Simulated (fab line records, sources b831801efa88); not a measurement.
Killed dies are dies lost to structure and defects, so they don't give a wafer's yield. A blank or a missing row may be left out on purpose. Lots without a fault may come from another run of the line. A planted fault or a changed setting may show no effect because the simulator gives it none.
Which tool did it? | flow sky130 | 12 lots, 36 wafers sampled, at 2 steps of a route of 708

WHAT THE GAUGES READ, wafer by wafer
SKY_VIA4_BOW_MEAS_03. Usual: VIA4_BOW 79 um, standard deviation 8.4.
lot  | measured     | on            | VIA4_BOW (um) | flag
L559 | day 41 18:52 | film_metro-01 | 55 71 67      |
L561 | day 42 08:17 | film_metro-04 | 100 86 86     |
L562 | day 42 10:08 | film_metro-01 | 70 66 64      |
L565 | day 43 12:34 | film_metro-01 | 67 89 86      |
L566 | day 43 14:21 | film_metro-04 | 67 78 73      |
L570 | day 45 00:19 | film_metro-02 | 76 80 72      |
L571 | day 45 03:56 | film_metro-04 | 76 75 68      |
L574 | day 46 03:15 | film_metro-04 | 78 90 93      |
L575 | day 46 04:08 | film_metro-01 | 82 84 78      |
L577 | day 46 09:16 | film_metro-04 | 86 81 82      |
L579 | day 46 21:59 | film_metro-01 | 89 92 73      |
L580 | day 47 04:02 | film_metro-02 | 73 72 60      |

WHICH TOOL RAN EACH LOT (tool, then ch and the chambers of the sampled wafers, then the start)
lot  | SKY_SD_P_STRIP_10
L559 | plasma_asher-03 ch 0,1, day 25 10:59
L561 | plasma_asher-03 ch 0,1, day 26 05:59
L562 | plasma_asher-04 ch 0,1, day 26 08:05
L565 | plasma_asher-04 ch 0,1, day 27 12:01
L566 | plasma_asher-04 ch 0,1, day 27 14:49
L570 | plasma_asher-01 ch 0,1, day 29 07:47
L571 | plasma_asher-01 ch 0,1, day 29 12:38
L574 | plasma_asher-01 ch 0,1, day 30 18:38
L575 | plasma_asher-01 ch 0,1, day 30 19:45
L577 | plasma_asher-04 ch 0,1, day 31 06:26
L579 | plasma_asher-01 ch 0,1, day 31 19:55
L580 | plasma_asher-04 ch 0,1, day 32 05:17
- SKY_SD_P_STRIP_10: strips in O2/N2.

WHAT THE TOOLS THEMSELVES READ (means of the sampled wafers that have a number; where no wafer has one, the mark that the record gives instead)
SKY_SD_P_STRIP_10. Usual: chamber_pressure_mTorr 1499.9 mTorr, standard deviation 1.3; drypump_motor_current_A 5.7 A, standard deviation 0.57; o2_flow_sccm 2999 sccm, standard deviation 9.2; oes_product_au 0.617 a.u., standard deviation 0.0041; strip_time_to_endpoint_s 17.49 s, standard deviation 0.046.
lot  | tool            | chamber_pressure_mTorr (mTorr) | drypump_motor_current_A (A) | o2_flow_sccm (sccm) | oes_product_au (a.u.) | strip_time_to_endpoint_s (s) | flag
L559 | plasma_asher-03 | 1499.5                         | 5.5                         | 3004                | 0.613                 | 17.51                        |
L561 | plasma_asher-03 | 1499.5                         | 5.6                         | 2996                | 0.616                 | 17.47                        |
L562 | plasma_asher-04 | 1500.0                         | 5.3                         | 2999                | 0.615                 | 17.47                        |
L565 | plasma_asher-04 | 1500.7                         | 5.3                         | 3001                | 0.615                 | 17.49                        |
L566 | plasma_asher-04 | 1500.2                         | 5.3                         | 3010                | 0.615                 | 17.52                        |
L570 | plasma_asher-01 | 1499.5                         | 5.9                         | 2995                | 0.617                 | 17.54                        |
L571 | plasma_asher-01 | 1500.5                         | 6.0                         | 2997                | 0.616                 | 17.51                        |
L574 | plasma_asher-01 | 1498.4                         | 5.7                         | 3001                | 0.614                 | 17.50                        |
L575 | plasma_asher-01 | 1500.9                         | 5.7                         | 3000                | 0.617                 | 17.50                        |
L577 | plasma_asher-04 | 1499.3                         | 5.9                         | 2998                | 0.613                 | 17.47                        |
L579 | plasma_asher-01 | 1500.2                         | 5.9                         | 3005                | 0.620                 | 17.41                        |
L580 | plasma_asher-04 | 1499.9                         | 5.3                         | 3005                | 0.616                 | 17.49                        |

THE ANSWER, worked out from the rows above alone
Rule: a lot is off if the mean of its wafers that have a number lies more than 3 standard deviations from the usual mean. A lot without any number at a reading at which 4 lots or more have one is off too. The other lots that the step has rows for count as sound. The gauges are gone through in route order, then the tools' own readings, and for those a lot's mean is taken as printed above. The first step at which some lot is off is used, and at that step the reading that is off furthest; a lot without a number counts as furthest.
No lot is off at any reading shown: from this, nothing can be told.

WHAT THE SIMULATOR HAD PUT IN
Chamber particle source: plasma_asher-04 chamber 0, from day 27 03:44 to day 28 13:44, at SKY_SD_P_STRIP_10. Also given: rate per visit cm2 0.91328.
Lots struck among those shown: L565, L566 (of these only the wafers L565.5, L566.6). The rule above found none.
